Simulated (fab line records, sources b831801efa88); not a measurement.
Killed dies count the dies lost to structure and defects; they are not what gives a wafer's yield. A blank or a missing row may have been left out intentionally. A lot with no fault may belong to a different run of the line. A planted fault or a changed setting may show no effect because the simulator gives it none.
Which tool is to blame? ; flow sky130 ; Sampling: 12 lots, 36 wafers, 4 of 708 route steps

## WHAT THE GAUGES SHOWED, per wafer
SKY_CAP2M_RS_MEAS_03: measurement is done with a four-point probe.
lot;measured;on;CAP2M_TIN_RS (ohm/sq)
L184;day 40 04:33;film_metro-01;7.00 6.88 6.90
L185;day 40 16:34;film_metro-04;7.07 7.10 6.96
L186;day 40 23:55;film_metro-01;7.00 7.00 6.95
L188;day 41 04:01;film_metro-01;6.88 6.90 6.97
L189;day 41 16:27;film_metro-02;6.98 7.05 6.97
L191;day 41 23:08;film_metro-01;7.00 7.01 7.07
L193;day 42 16:31;film_metro-01;6.87 6.83 6.87
L201;day 45 03:16;film_metro-01;6.83 6.95 6.84
L202;day 45 09:55;film_metro-01;6.99 6.96 6.93
L203;day 45 10:00;film_metro-04;6.90 6.92 6.94
L204;day 45 15:14;film_metro-01;6.89 6.93 6.91
L205;day 45 20:58;film_metro-04;6.91 6.88 6.87

SKY_CAP2M_OVL_MEAS_12.
lot;measured;on;CAP2M_OVL (nm)
L184;day 41 04:34;overlay-01;-1.4 -4.9 -0.8
L185;day 41 16:05;overlay-01;-1.8 0.8 -2.3
L186;day 41 23:52;overlay-01;-2.0 1.9 3.4
L188;day 42 02:52;overlay-02;-0.7 -0.9 -1.7
L189;day 42 15:31;overlay-02;1.1 0.5 0.9
L191;day 42 22:38;overlay-02;1.8 0.4 0.8
L193;day 43 15:22;overlay-02;1.5 -1.0 2.9
L201;day 46 00:07;overlay-01;1.3 0.6 -0.5
L202;day 46 06:52;overlay-01;1.5 -1.1 -1.3
L203;day 46 07:31;overlay-02;-1.1 -0.6 1.0
L204;day 46 12:11;overlay-01;1.0 -0.5 0.2
L205;day 46 16:55;overlay-02;-1.9 -2.1 -2.4

SKY_VIA4_BOW_MEAS_03.
lot;measured;on;VIA4_BOW (um)
L184;day 42 06:38;film_metro-03;78 59 75
L185;day 42 17:53;film_metro-01;74 70 85
L186;day 43 00:59;film_metro-02;83 72 71
L188;day 43 04:03;film_metro-03;79 84 81
L189;day 43 17:08;film_metro-03;74 61 80
L191;day 44 00:07;film_metro-01;67 73 77
L193;day 44 16:13;film_metro-01;75 81 79
L201;day 46 23:18;film_metro-02;65 84 83
L202;day 47 05:54;film_metro-03;86 79 89
L203;day 47 06:51;film_metro-02;77 78 71
L204;day 47 11:09;film_metro-02;83 81 91
L205;day 47 15:30;film_metro-02;53 68 71

## EACH LOT AND THE TOOL THAT RAN IT (in order: tool; ch and the chambers of the sampled wafers; start)
lot;SKY_METAL4_ETCH_16
L184;rie_metal-04 ch 0,1, day 42 05:11
L185;rie_metal-02 ch 0,1, day 42 16:26
L186;rie_metal-03 ch 0,1, day 42 23:31
L188;rie_metal-04 ch 0,1, day 43 02:36
L189;rie_metal-02 ch 0,1, day 43 15:41
L191;rie_metal-02 ch 0,1, day 43 22:41
L193;rie_metal-02 ch 0, day 44 14:42
L201;rie_metal-04 ch 0,1, day 46 21:40
L202;rie_metal-02 ch 0,1, day 47 04:22
L203;rie_metal-02 ch 0,1, day 47 05:22
L204;rie_metal-03 ch 0,1, day 47 09:28
L205;rie_metal-03 ch 0,1, day 47 14:04
- SKY_METAL4_ETCH_16: etches BARC in N2/H2, stops on SiO2, time 88.2 s, target depth 60 nm.

## WHAT THE TOOLS THEMSELVES READ (means of the sampled wafers that have a number; where no wafer has one, the mark that the record gives instead)
SKY_METAL4_ETCH_16.
lot;tool;bias_w (W);drypump_motor_current_A (A);h2_flow_sccm (sccm);oes_product_au (a.u.);rf_fwd_power_W (W);throttle_valve_pct (%)
L184;rie_metal-04;99.8;5.72;200.0;0.626;498.4;13.209
L185;rie_metal-02;99.7;5.94;200.2;0.629;498.8;13.206
L186;rie_metal-03;100.2;5.67;199.7;0.630;498.0;13.192
L188;rie_metal-04;99.8;5.59;200.3;0.625;496.8;13.205
L189;rie_metal-02;100.0;5.93;199.3;0.630;496.5;13.204
L191;rie_metal-02;100.2;6.00;200.1;0.627;496.2;13.209
L193;rie_metal-02;99.8;6.05;200.1;0.625;496.1;13.207
L201;rie_metal-04;100.0;5.72;200.5;0.620;497.8;13.203
L202;rie_metal-02;95.7;6.01;200.4;0.621;496.0;13.199
L203;rie_metal-02;91.6;5.92;200.6;0.624;495.8;13.206
L204;rie_metal-03;100.2;5.68;200.2;0.629;497.5;13.200
L205;rie_metal-03;100.0;5.79;200.0;0.627;497.1;13.202

## THE ANSWER, worked out from the rows above alone
Rule: the lots themselves supply what counts as usual. Put in order of their means at a reading, lots are off if they are a third of the lots or fewer, leave a main group of 4 or more, and stand apart from it by a gap of 3 or more times the standard deviation of the main group's means; of several such gaps the widest counts. A main group is skipped when, at the precision printed for the reading in the tables above, its means are all equal. A lot without any number at a reading at which 4 lots or more have one is off too. Any other lot the step has rows for is counted as sound. The gauges are gone through in route order, then the tools' own readings, and for those a lot's mean is taken as printed above. The first step at which some lot is off is used, and at that step the reading that is off furthest; a lot without a number counts as furthest.
Off at SKY_METAL4_ETCH_16 (bias_w): L202, L203. Main group: mean 100.0 W, sd 0.18.
A tool fits if, at that step or a process step before it, it ran every lot that is off, and no sound lot after the first of them. One fits: rie_metal-02 at SKY_METAL4_ETCH_16. Its last sound lot is L193 (day 44 14:42), its first lot that is off L202 (day 47 04:22): a fault that began between those two fits.
On the lots that are off, the tool's own readings at SKY_METAL4_ETCH_16 differ by more than 5 times the standard deviation of the sound lots' means, which bears it out; bias_w reads 93.7 W there versus 100.0 W on the sound lots.

## WHAT THE SIMULATOR HAD PUT IN
rie_metal-02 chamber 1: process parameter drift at SKY_METAL4_ETCH_16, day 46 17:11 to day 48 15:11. A move of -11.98 in setting bias_w, from 100. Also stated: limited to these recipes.
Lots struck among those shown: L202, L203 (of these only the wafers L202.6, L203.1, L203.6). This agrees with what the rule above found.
